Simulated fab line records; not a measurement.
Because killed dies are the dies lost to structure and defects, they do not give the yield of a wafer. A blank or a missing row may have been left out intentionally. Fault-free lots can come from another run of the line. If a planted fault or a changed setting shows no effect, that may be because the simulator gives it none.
fab line records    flow sfqLine
record lots=14  wafers=42  lastDay=78
route steps=325 shown I5@228 C5@248
lots that met no fault: from a run of the same line without faults
startH: hours from the record's first day to the start of the lot's first wafer shown    waitH: how many hours have passed since the lot's step before this one    " as in the row above    L1.1+2: a single row standing in for several wafers    - no value, or no start was given    * or withheld: withheld    < > ~ a bound
route shown NAME@n: NAME is a module with steps in the file, n the number in the route of the first one    usual: average and standard deviation across the fault-free wafers    same: alike in all rows    chamber/n: place in a boat    sites: readings site by site    _std_site: standard deviation across them    _edge_site: mean of outer sites minus mean of inner sites    radiusMm: for every site, how far away it sits from the centre of the wafer    mask NAME#n: copy n    behind: tool/chamber where the wafer was last shaped    hold: cause of the lot's hold/its duration in hours/its outcome    device: the n, p or np transistor that did not switch    end of line: the route-end tests of the same wafers    a step with no rows: only its recipe    killed: count of dies lost to structure and defects at first sort (not the wafer's yield)    map: dies across one wafer; x = killed, . = not, _ = none there
set.NAME: the setting that was run; set.NAME@STEP: the one run at that earlier step    model.NAME: the simulator's own value behind a step, which no gauge read
the route's steps for a sample of lots (tables are steps, rows are wafers)
services: when a tool's chamber went out of use (startH, in hours from the record's first day, below 0 if earlier), for how many hours, and the reason
## steps
# step SFQ_TRILAYER_A5C_DEP_PECVD_142
# recipe material=SiO2  tempC=150  timeS=15.556  pressureTorr=2.4  rfW=183.3  precursor=SiH4/N2O  targetThkNm=70
# usual heaterPowerW=78/14  rfFwdPowerW=180.1/0.75  susceptorTempC=149.99/0.14  throttleValvePct=25.2/1.4
lot.wafer  tool      chamber  startH   waitH  heaterPowerW  rfFwdPowerW  susceptorTempC  throttleValvePct
L965.1     pecvd-01  1        1180.49  0.0    89            180.8        150.01          24.4
L965.2     "         0        "        "      66            179.9        149.97          28.2
L965.6     "         0        "        "      66            179.3        149.90          28.1
L966.2     pecvd-02  0        1192.49  0.0    52            180.4        149.98          24.2
L966.3     "         1        "        "      64            179.6        149.84          26.0
L966.6     "         0        "        "      52            180.8        149.96          24.4
L967.2     pecvd-04  1        1202.19  0.0    68            180.3        150.08          23.3
L967.3     "         2        "        "      92            180.5        149.93          25.1
L967.6     "         1        "        "      72            180.8        150.00          22.9
L968.1     pecvd-02  1        1209.39  0.0    69            180.1        149.77          25.7
L968.2     "         2        "        "      69            178.9        149.94          25.9
L968.3     "         0        "        "      51            180.3        150.04          24.1
L971.1     pecvd-04  1        1256.17  0.0    81            181.1        150.21          23.1
L971.4     "         2        "        "      98            180.2        149.83          25.1
L971.5     "         0        "        "      89            179.7        149.96          25.8
L972.3     pecvd-04  0        1269.19  0.0    77            180.1        150.19          25.8
L972.5     "         0        "        "      76            179.6        150.19          25.6
L972.6     "         1        "        "      75            180.0        150.06          23.4
L973.2     pecvd-04  1        1277.23  0.0    78            180.1        150.03          23.4
L973.3     "         2        "        "      92            180.4        149.84          25.1
L973.4     "         1        "        "      80            180.8        150.00          23.5
L974.1     pecvd-01  0        1287.94  0.0    70            178.9        149.68          28.0
L974.2     "         1        "        "      97            180.6        149.86          24.3
L974.6     "         0        "        "      68            179.6        149.92          28.2
L976.1     pecvd-02  2        1301.17  0.0    70            178.9        150.00          25.9
L976.3     "         1        "        "      60            180.7        150.08          26.1
L976.5     "         1        "        "      62            180.6        150.02          26.1
L977.2     pecvd-01  0        1305.94  0.0    72            178.5        149.87          28.3
L977.3     "         2        "        "      67            180.6        149.79          26.3
L977.6     "         2        "        "      70            180.6        150.05          26.4
L982.1     pecvd-02  1        1335.80  0.0    63            180.2        150.06          25.5
L982.3     "         0        "        "      53            180.8        150.11          24.5
L982.4     "         2        "        "      60            180.0        150.17          26.0
L984.2     pecvd-04  0        1353.49  0.0    89            179.1        149.68          26.0
L984.4     "         2        "        "      81            180.2        150.00          25.8
L984.6     "         0        "        "      89            179.6        149.84          26.0
L985.1     pecvd-01  2        1358.29  0.0    91            181.0        150.16          23.0
L985.3     "         0        "        "      82            178.5        150.04          22.4
L985.4     "         2        "        "      89            180.6        150.23          23.0
L987.3     pecvd-04  1        1364.29  0.0    64            179.9        149.89          23.6
L987.4     "         1        "        "      65            180.2        149.95          23.5
L987.6     "         0        "        "      84            180.1        150.05          25.8
# step SFQ_TRILAYER_C5_ETCH_VIA_ETCH_154
# recipe target=SiO2  maskMaterial=PR  chemistry=CHF3  targetDepthNm=84  sourceW=500  biasW=80  pressureMtorr=30  timeS=withheld  stopOn=Nb
# usual drypumpMotorCurrentA=5.9/0.54  oesProductAu=0.897/0.0095  rfFwdPowerW=494.5/1.8
lot.wafer  tool        chamber  startH   waitH  drypumpMotorCurrentA  oesProductAu  rfFwdPowerW
L965.1     rieDiel-01  1        1296.69  0.0    6.0                   0.898         492.2
L965.2     "           0        "        "      4.9                   0.898         497.4
L965.6     "           2        "        "      6.3                   0.902         494.9
L966.2     rieDiel-02  1        1308.69  0.0    5.6                   0.882         495.1
L966.3     "           3        "        "      6.7                   0.877         497.7
L966.6     "           2        "        "      5.8                   0.893         494.1
L967.2     rieDiel-02  2        1318.29  0.0    5.8                   0.899         497.1
L967.3     "           0        "        "      5.6                   0.895         493.6
L967.6     "           3        "        "      6.8                   0.909         495.3
L968.1     rieDiel-03  0        1325.49  0.0    6.3                   0.890         495.4
L968.2     "           1        "        "      6.4                   0.882         491.4
L968.3     "           3        "        "      4.9                   0.891         494.2
L971.1     rieDiel-02  3        1358.64  0.0    6.8                   0.897         497.2
L971.4     "           0        "        "      5.6                   0.908         493.7
L971.5     "           1        "        "      5.5                   0.911         493.6
L972.3     rieDiel-01  3        1379.44  0.0    6.0                   0.899         494.6
L972.5     "           0        "        "      4.9                   0.907         494.3
L972.6     "           1        "        "      6.0                   0.905         497.0
L973.2     rieDiel-01  1        1386.64  0.0    6.0                   0.886         493.9
L973.3     "           0        "        "      4.9                   0.881         494.9
L973.4     "           3        "        "      5.9                   0.902         496.8
L974.1     rieDiel-03  0        1393.84  0.0    6.3                   0.900         493.6
L974.2     "           1        "        "      6.3                   0.885         492.0
L974.6     "           3        "        "      4.9                   0.907         494.3
L976.1     rieDiel-03  1        1405.64  0.0    6.3                   0.896         489.7
L976.3     "           2        "        "      6.3                   0.901         495.0
L976.5     "           1        "        "      6.4                   0.909         489.9
L977.2     rieDiel-03  2        1410.44  0.0    6.3                   0.898         497.2
L977.3     "           3        "        "      4.9                   0.904         492.6
L977.6     "           2        "        "      6.3                   0.900         495.8
L982.1     rieDiel-03  3        1439.24  0.0    4.9                   0.906         491.9
L982.3     "           2        "        "      6.3                   0.895         494.1
L982.4     "           1        "        "      6.3                   0.884         493.3
L984.2     rieDiel-02  0        1455.59  0.0    5.7                   0.896         493.0
L984.4     "           1        "        "      5.5                   1.007         494.4
L984.6     "           0        "        "      5.6                   0.894         492.2
L985.1     rieDiel-02  0        1460.39  0.0    5.6                   0.889         495.0
L985.3     "           1        "        "      5.5                   0.893         493.3
L985.4     "           3        "        "      6.7                   0.903         493.1
L987.3     rieDiel-01  0        1467.59  0.0    4.9                   0.885         496.1
L987.4     "           1        "        "      6.0                   1.000         494.8
L987.6     "           0        "        "      4.9                   0.914         494.6
## services
tool        chamber  startH   hours  kind
pecvd-01    2        1169.71  2.5    repair
rieDiel-02  -        1170.57  0.8    repair
rieDiel-01  1        1184.64  17.2   repair
rieDiel-02  1        1185.40  -      clean
rieDiel-02  2        1188.61  21.5   repair
rieDiel-03  0        1214.93  13.0   repair
pecvd-01    0        1260.81  4.6    repair
rieDiel-02  0        1282.26  4.8    repair
pecvd-01    2        1285.41  7.5    repair
pecvd-04    -        1300.22  1.8    repair
pecvd-04    2        1303.83  12.2   repair
pecvd-02    -        1307.57  6.0    pm
rieDiel-01  2        1309.64  4.4    repair
pecvd-01    -        1316.75  14.0   pm
pecvd-01    2        1332.15  13.8   repair
rieDiel-01  -        1338.68  0.7    repair
rieDiel-01  0        1340.73  1.7    repair
rieDiel-02  1        1350.33  7.5    repair
rieDiel-03  3        1354.81  5.7    repair
pecvd-01    -        1374.35  1.0    repair
rieDiel-03  2        1392.01  2.9    repair
pecvd-01    -        1397.68  1.1    repair
rieDiel-03  0        1447.80  9.5    repair
rieDiel-01  3        1455.44  3.6    repair
## key
firstSign step=SFQ_TRILAYER_C5_ETCH_VIA_ETCH_154  reading=oesProductAu  direction=up  sigmas=11  usual=0.897  struck=1.003
effect none on later readings
metAt SFQ_TRILAYER_A5C_DEP_PECVD_142
struckLots L984,L987
struckWafers L984.4,L987.4
onsetBetween 1277.23 1353.49
fault kind=processParameterDrift  tool=pecvd-04  chamber=-  onsetH=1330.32  steps=SFQ_TRILAYER_A5C_DEP_PECVD_142  channel=targetThkNm  offset=30.977  shape=step  endH=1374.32  scope=struckWafersOnly  actsIn=theseRecipesOnly  stated=70
